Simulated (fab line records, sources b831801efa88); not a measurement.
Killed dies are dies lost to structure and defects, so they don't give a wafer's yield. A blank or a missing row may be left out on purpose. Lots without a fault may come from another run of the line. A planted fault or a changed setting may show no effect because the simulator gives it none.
fab line records | flow sky130
record lots=13 wafers=39 last_day=50
route steps=708 shown FIELD_ISO@16 VT_ADJUST_HVTP@96 GATE_OXIDE@198 LDD_P@263 PAD_OPEN@708
lots that met no fault: from a run of the same line without faults
start_h: hours from the record's first day to the start of the lot's first wafer shown | wait_h: hours since the lot's step before | " the same as in the row above | L1.1+2: a row that stands for several wafers | - no value, or no start given | * or withheld: withheld | < > ~ a bound
route shown NAME@n: a module of which the file shows steps, and the number in the route of the first | usual: mean/standard deviation of fault-free wafers | same: alike in all rows | chamber/n: place in a boat | sites: the reading at each site | _std_site: their standard deviation | _edge_site: outer sites' mean less inner sites' | radius_mm: how far each site lies from the wafer's centre | mask NAME#n: copy n | behind: the tool/chamber that last shaped the wafer | hold: why the lot was held/for how many hours/how that ended | device: the transistor (n, p or np) that didn't switch | end of line: the same wafers' tests at the end of the route | a step without rows: its recipe alone | killed: dies lost to structure and defects at the first sort, not the wafer's yield | map: a wafer's dies, x killed, . not, _ none there
set.NAME: the setting as run; set.NAME@STEP: as run at that earlier step | model.NAME: the simulator's own value behind a step, which no gauge read
steps of the route over a sample of lots; a table a step, a row a wafer
services: from which hour (start_h, from the record's first day; less than 0 if before it) a tool's chamber was out of use, for how many hours, and why
## steps
# step SKY_FIELD_ISO_ETCH_15
# recipe chemistry=CHF3/O2 target_depth_nm=180 stop_on=Si source_w=600 bias_w=200 pressure_mtorr=40 chf3_flow_sccm=50 O2_flow_sccm=5 time_s=72
# usual drypump_motor_current_A=5.8/0.42 oes_product_au=0.945/0.007 throttle_valve_pct=8.844/0.0088
# columns lot.wafer tool chamber start_h wait_h drypump_motor_current_A oes_product_au rf_hours_counter_h throttle_valve_pct
L775.1 rie_diel-04 2 27.13 0.0 6.0 0.950 5 8.833
L775.2 " 1 " " 5.6 0.949 79 8.838
L775.3 " 3 " " 6.2 0.945 169 8.847
L776.3 rie_diel-03 2 34.38 0.0 5.5 0.939 106 8.834
L776.4 " 1 " " 6.1 0.944 1 8.843
L776.5 " 3 " " 5.8 0.940 - 8.840
L777.1 rie_diel-04 3 40.07 0.0 6.2 0.945 169 8.846
L777.2 " 1 " " 5.6 0.957 80 8.834
L777.4 " 0 " " 5.9 0.955 2 8.842
L779.1 rie_diel-03 1 52.82 0.0 6.0 0.945 2 8.849
L779.2 " 3 " " 5.8 0.943 1 8.845
L779.4 " 2 " " 5.5 0.949 107 8.855
L780.2 rie_diel-03 3 57.47 0.0 5.9 0.945 1 8.849
L780.4 " 0 " " 5.7 0.949 60 8.842
L780.6 " 2 " " 5.5 0.953 - 8.853
L781.1 rie_diel-02 1 62.33 0.0 6.3 0.942 0 8.843
L781.3 " 2 " " 6.5 0.941 3 8.848
L781.4 " 0 " " 5.1 0.930 134 8.843
L782.2 rie_diel-02 1 67.93 0.0 6.3 0.954 0 8.857
L782.5 " 2 " " 6.5 0.953 - 8.839
L782.6 " 1 " " 6.3 0.952 - 8.840
L787.2 rie_diel-04 0 92.08 0.0 5.9 0.952 3 8.859
L787.5 " 2 " " 6.0 0.947 - 8.839
L787.6 " 1 " " 5.6 0.946 - 8.838
L788.2 rie_diel-02 1 97.43 0.0 6.3 0.923 1 8.826
L788.4 " 2 " " 6.4 0.944 4 8.846
L788.5 " 0 " " 5.1 0.928 - 8.850
L789.1 rie_diel-03 3 101.90 0.0 5.9 0.941 2 8.833
L789.3 " 0 " " 5.6 0.940 60 8.844
L789.4 " 1 " " 6.0 0.933 2 8.855
L791.3 rie_diel-02 0 113.67 0.0 5.1 0.946 134 8.848
L791.5 " 0 " " 5.0 0.954 - 8.853
L791.6 " 1 " " 6.3 0.954 - 8.855
L792.2 rie_diel-02 1 123.33 0.0 6.3 0.953 2 8.844
L792.4 " 3 " " 5.4 0.941 135 8.848
L792.5 " 0 " " 5.1 0.949 - 8.845
L798.3 rie_diel-04 3 148.13 0.0 6.2 0.948 1 8.833
L798.4 " 0 " " 5.9 0.949 5 8.826
L798.5 " 0 " " 5.8 0.948 - 8.851
# step SKY_VT_ADJUST_HVTP_TW_MEAS_11
# usual VT_ADJUST_HVTP_TW=1356/11
# columns lot.wafer tool chamber start_h wait_h VT_ADJUST_HVTP_TW
L775.1 film_metro-04 - 123.58 0.1 1343
L775.2 " - " " 1339
L775.3 " - " " 1351
L776.3 film_metro-04 - 130.08 0.1 1345
L776.4 " - " " 1344
L776.5 " - " " 1351
L777.1 film_metro-02 - 137.36 0.1 1354
L777.2 " - " " 1357
L777.4 " - " " 1360
L779.1 film_metro-04 - 150.91 0.1 1345
L779.2 " - " " 1348
L779.4 " - " " 1340
L780.2 film_metro-02 - 159.34 0.1 1351
L780.4 " - " " 1350
L780.6 " - " " 1339
L781.1 film_metro-01 - 161.92 0.1 1368
L781.3 " - " " 1369
L781.4 " - " " 1371
L782.2 film_metro-04 - 169.57 0.1 1341
L782.5 " - " " 1344
L782.6 " - " " 1343
L787.2 film_metro-04 - 200.87 0.1 1347
L787.5 " - " " 1348
L787.6 " - " " 1348
L788.2 film_metro-04 - 205.77 0.1 1349
L788.4 " - " " 1351
L788.5 " - " " 1350
L789.1 film_metro-01 - 212.13 0.1 1363
L789.3 " - " " 1363
L789.4 " - " " 1363
L791.3 film_metro-04 - 224.10 0.1 1354
L791.5 " - " " 1345
L791.6 " - " " 1345
L792.2 film_metro-02 - 233.28 0.1 1358
L792.4 " - " " 1346
L792.5 " - " " 1354
L798.3 film_metro-01 - 267.34 0.1 1384
L798.4 " - " " 1378
L798.5 " - " " 1386
# step SKY_GATE_OXIDE_IMPLANT_11
# recipe species=B energy_kev=10 dose_cm2=2.6e+12 tilt_deg=withheld
# usual beam_energy_keV=10.000/0.003 faraday_current_uA=14.67/0.29
# columns lot.wafer tool chamber start_h wait_h beam_energy_keV faraday_current_uA
L775.1 implanter-04 0 309.10 0.0 9.9971 14.72
L775.2 " 0 " " 10.004 14.37
L775.3 " 0 " " 9.9969 14.83
L776.3 implanter-04 0 320.85 0.1 9.9994 14.55
L776.4 " 0 " " 10.001 15.21
L776.5 " 0 " " 9.9925 14.21
L777.1 implanter-01 0 333.55 0.0 10.000 14.63
L777.2 " 0 " " 10.003 14.58
L777.4 " 0 " " 10.002 14.27
L779.1 implanter-03 0 347.70 0.0 10.001 14.60
L779.2 " 0 " " 9.9991 14.90
L779.4 " 0 " " 10.004 15.06
L780.2 implanter-04 0 359.38 0.0 10.001 14.65
L780.4 " 0 " " 10.002 15.15
L780.6 " 0 " " 9.9953 14.78
L781.1 implanter-03 0 363.10 0.0 10.001 14.72
L781.3 " 0 " " 9.9981 14.48
L781.4 " 0 " " 10.000 14.48
L782.2 implanter-03 0 376.18 0.0 10.001 14.70
L782.5 " 0 " " 9.9995 14.94
L782.6 " 0 " " 10.002 14.65
L787.2 implanter-04 0 419.53 0.0 10.001 14.59
L787.5 " 0 " " 9.9988 14.30
L787.6 " 0 " " 9.9965 14.43
L788.2 implanter-04 0 423.73 0.0 10.911 15.05
L788.4 " 0 " " 10.915 14.30
L788.5 " 0 " " 10.915 15.10
L789.1 implanter-04 0 431.30 0.0 10.921 14.11
L789.3 " 0 " " 10.918 14.38
L789.4 " 0 " " 10.917 14.20
L791.3 implanter-03 0 447.25 0.1 9.9984 14.29
L791.5 " 0 " " 9.9976 14.67
L791.6 " 0 " " 10.001 15.07
L792.2 implanter-04 0 457.98 0.0 10.911 14.40
L792.4 " 0 " " 10.912 14.84
L792.5 " 0 " " 10.910 14.64
L798.3 implanter-03 0 504.25 0.1 10.002 14.43
L798.4 " 0 " " 9.9989 14.34
L798.5 " 0 " " 10.001 15.01
# step SKY_LDD_P_OVL_MEAS_08
# usual LDD_P_OVL=-0.5/1.4
# columns lot.wafer tool chamber start_h wait_h LDD_P_OVL[nm]
L775.1 overlay-02 - 433.98 0.1 -0.8
L775.2 " - " " -4.0
L775.3 " - " " -1.4
L776.3 overlay-02 - 449.15 0.1 0.2
L776.4 " - " " -0.7
L776.5 " - " " -0.2
L777.1 overlay-01 - 460.19 0.1 2.3
L777.2 " - " " 2.0
L777.4 " - " " 2.2
L779.1 overlay-01 - 476.73 0.1 0.1
L779.2 " - " " -1.4
L779.4 " - " " -1.3
L780.2 overlay-01 - 487.50 0.1 -1.8
L780.4 " - " " -0.7
L780.6 " - " " -0.4
L781.1 overlay-02 - 491.84 0.1 -2.1
L781.3 " - " " -2.1
L781.4 " - " " -0.8
L782.2 overlay-02 - 506.24 0.1 1.4
L782.5 " - " " 0.9
L782.6 " - " " 0.8
L787.2 overlay-02 - 550.19 0.1 -2.3
L787.5 " - " " -2.9
L787.6 " - " " -0.9
L788.2 overlay-02 - 555.59 0.1 1.2
L788.4 " - " " 0.5
L788.5 " - " " 0.3
L789.1 overlay-02 - 561.79 0.1 -1.8
L789.3 " - " " -0.4
L789.4 " - " " -0.9
L791.3 overlay-02 - 581.10 0.1 -0.3
L791.5 " - " " -0.7
L791.6 " - " " 0.6
L792.2 overlay-02 - 587.44 0.1 0.0
L792.4 " - " " 0.4
L792.5 " - " " 0.3
L798.3 overlay-01 - 632.85 0.1 -0.1
L798.4 " - " " 0.9
L798.5 " - " " 0.3
# step SKY_PAD_OPEN_PROBE_99
# usual killed_at_M0_to_M3=42/7.2 killed_at_M4_up=3.5/1.8 killed_at_contacts=25/5.7 killed_at_front_end=16/4.6 killed_at_other=0.2/0.41 killed_dies=86/9.3 killed_open=47/6.3 killed_short=39/5.9
# same gross_dies=492 killed_at_back_side=0
# columns lot.wafer tool chamber start_h wait_h killed_at_M0_to_M3 killed_at_M4_up killed_at_contacts killed_at_front_end killed_at_other killed_dies killed_open killed_short
L789.1 prober-01 - 1163.98 0.1 42 4 26 4 0 76 40 36
L789.3 prober-01 - 1164.08 0.2 55 5 22 12 1 95 49 46
L789.4 prober-01 - 1164.13 0.2 39 3 29 14 0 85 40 45
# killed by level:class
L789.1 CONTACT:geometric_particle:open=11 VIA1:geometric_particle:open=8 METAL2:geometric_particle:short=7 VIA3:geometric_particle:open=6 CONTACT:geometric_particle:short=5 METAL1:geometric_particle:short=5 VIA2:geometric_particle:short=5 LI_CONTACT:geometric_particle:open=3
L789.3 VIA1:geometric_particle:open=15 METAL2:geometric_particle:short=9 VIA2:geometric_particle:open=7 LI_CONTACT:geometric_particle:open=6 CONTACT:geometric_particle:open=6 VIA1:geometric_particle:short=6 CONTACT:geometric_particle:short=5 METAL1:geometric_particle:short=5
L789.4 LI_CONTACT:geometric_particle:open=9 LOCAL_INTERCONNECT:geometric_particle:short=8 VIA3:geometric_particle:open=7 CONTACT:geometric_particle:open=6 VIA1:geometric_particle:open=6 METAL3:geometric_particle:short=5 VIA2:geometric_particle:short=5 FIELD_ISO:geometric_particle:open=4
## services
# columns tool chamber start_h hours kind
rie_diel-02 - 16.57 0.5 repair
rie_diel-02 1 23.27 9.0 repair
rie_diel-02 0 41.48 2.5 repair
rie_diel-02 3 63.27 1.8 repair
implanter-04 - 88.79 1.5 repair
implanter-04 - 94.05 3.1 repair
rie_diel-02 - 101.20 0.3 repair
rie_diel-02 0 151.16 1.3 repair
implanter-04 - 164.99 39.1 repair
implanter-04 - 188.02 4.5 repair
rie_diel-02 - 188.71 28.1 pm
implanter-04 - 190.90 1.5 repair
implanter-04 - 204.12 3.8 pm
implanter-03 - 207.90 7.8 pm
implanter-03 - 211.89 4.1 repair
rie_diel-02 1 228.06 25.2 repair
rie_diel-02 2 262.32 2.4 repair
implanter-03 - 286.86 23.1 pm
implanter-03 - 309.96 3.9 pm
rie_diel-02 3 351.61 5.4 repair
rie_diel-02 - 377.63 2.8 pm
implanter-04 - 398.60 2.7 repair
implanter-04 - 408.61 0.6 repair
implanter-04 - 475.84 3.1 pm
## key
first_sign step=SKY_GATE_OXIDE_IMPLANT_11 reading=beam_energy_keV direction=up sigmas=99+ usual=* struck=*
effect none on later readings
met_at SKY_GATE_OXIDE_IMPLANT_11
struck_lots L788,L789,L792
tester_left_out L788,L789,L792
not_acting_at SKY_FIELD_ISO_ETCH_15,SKY_VT_ADJUST_HVTP_TW_MEAS_11,SKY_LDD_P_OVL_MEAS_08
onset_between 419.53 423.73
fault kind=process_parameter_drift tool=implanter-04 chamber=- onset_h=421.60 steps=SKY_GATE_OXIDE_IMPLANT_11 channel=energy_kev offset=* shape=step end_h=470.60 acts_in=* stated=*
# tester_left_out: of these lots the tester's yield and bins aren't shown, on N5 and GAA mostly nor the transistor test; their killed dies are dies lost to structure and defects alone, not to doping, threshold or leakage, so they don't give the yield
